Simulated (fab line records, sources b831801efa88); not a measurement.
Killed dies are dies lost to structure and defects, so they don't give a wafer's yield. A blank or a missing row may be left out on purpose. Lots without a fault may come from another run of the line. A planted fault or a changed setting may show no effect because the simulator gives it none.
Which tool did it? | flow sky130 | 11 lots, 33 wafers sampled, at 2 steps of a route of 708

WHAT THE GAUGES READ, wafer by wafer
SKY_METAL1_CD_MEAS_15: target cd 140 nm. Usual: cd_nm 140.0 nm, standard deviation 1.6.
lot  | measured     | on        | cd_nm (nm)        | flag
L932 | day 33 01:34 | cd_sem-01 | 140.4 140.6 140.8 |
L939 | day 35 13:13 | cd_sem-02 | 141.3 142.4 141.9 |
L940 | day 35 20:08 | cd_sem-01 | 137.5 136.2 137.1 |
L944 | day 37 05:13 | cd_sem-01 | 139.3 140.4 139.9 |
L945 | day 37 20:22 | cd_sem-01 | 137.6 137.8 137.2 |
L949 | day 38 18:01 | cd_sem-02 | 140.6 141.4 140.5 |
L948 | day 38 22:38 | cd_sem-01 | 139.8 140.9 141.2 |
L951 | day 39 08:23 | cd_sem-02 | 138.8 139.0 139.8 |
L952 | day 39 11:48 | cd_sem-02 | 141.3 139.4 139.7 |
L953 | day 39 17:45 | cd_sem-01 | 141.5 142.5 142.9 |
L954 | day 39 23:35 | cd_sem-01 | 139.3 138.3 137.9 |

SKY_VIA1_THK_MEAS_01. Usual: VIA1_HDPCVD_THK 1027 nm, standard deviation 9.8.
lot  | measured     | on            | VIA1_HDPCVD_THK (nm) | flag
L932 | day 33 02:37 | film_metro-04 | 1040 1023 1032       |
L939 | day 35 14:16 | film_metro-04 | 1025 1049 1027       |
L940 | day 35 21:11 | film_metro-02 | 1032 1021 1024       |
L944 | day 37 06:16 | film_metro-04 | 1012 1022 1021       |
L945 | day 37 21:49 | film_metro-02 | 1022 1024 1047       |
L949 | day 38 19:25 | film_metro-03 | 1015 1019 1014       |
L948 | day 39 00:05 | film_metro-04 | 1016 1027 1023       |
L951 | day 39 09:38 | film_metro-03 | 1027 1016 1025       |
L952 | day 39 13:53 | film_metro-03 | 1012 1026 1021       |
L953 | day 39 18:48 | film_metro-04 | 1022 1027 1034       |
L954 | day 40 00:38 | film_metro-04 | 1046 1030 1038       |

WHICH TOOL RAN EACH LOT (tool, then ch and the chambers of the sampled wafers, then the start)
The record holds no process step before these readings.

WHAT THE TOOLS THEMSELVES READ (means of the sampled wafers that have a number; where no wafer has one, the mark that the record gives instead)
The record holds no such reading with a usual standard deviation.

THE ANSWER, worked out from the rows above alone
Rule: a lot is off if the mean of its wafers that have a number lies more than 3 standard deviations from the usual mean. A lot without any number at a reading at which 4 lots or more have one is off too. The other lots that the step has rows for count as sound. The gauges are gone through in route order, then the tools' own readings, and for those a lot's mean is taken as printed above. The first step at which some lot is off is used, and at that step the reading that is off furthest; a lot without a number counts as furthest.
No lot is off at any reading shown: from this, nothing can be told.

WHAT THE SIMULATOR HAD PUT IN
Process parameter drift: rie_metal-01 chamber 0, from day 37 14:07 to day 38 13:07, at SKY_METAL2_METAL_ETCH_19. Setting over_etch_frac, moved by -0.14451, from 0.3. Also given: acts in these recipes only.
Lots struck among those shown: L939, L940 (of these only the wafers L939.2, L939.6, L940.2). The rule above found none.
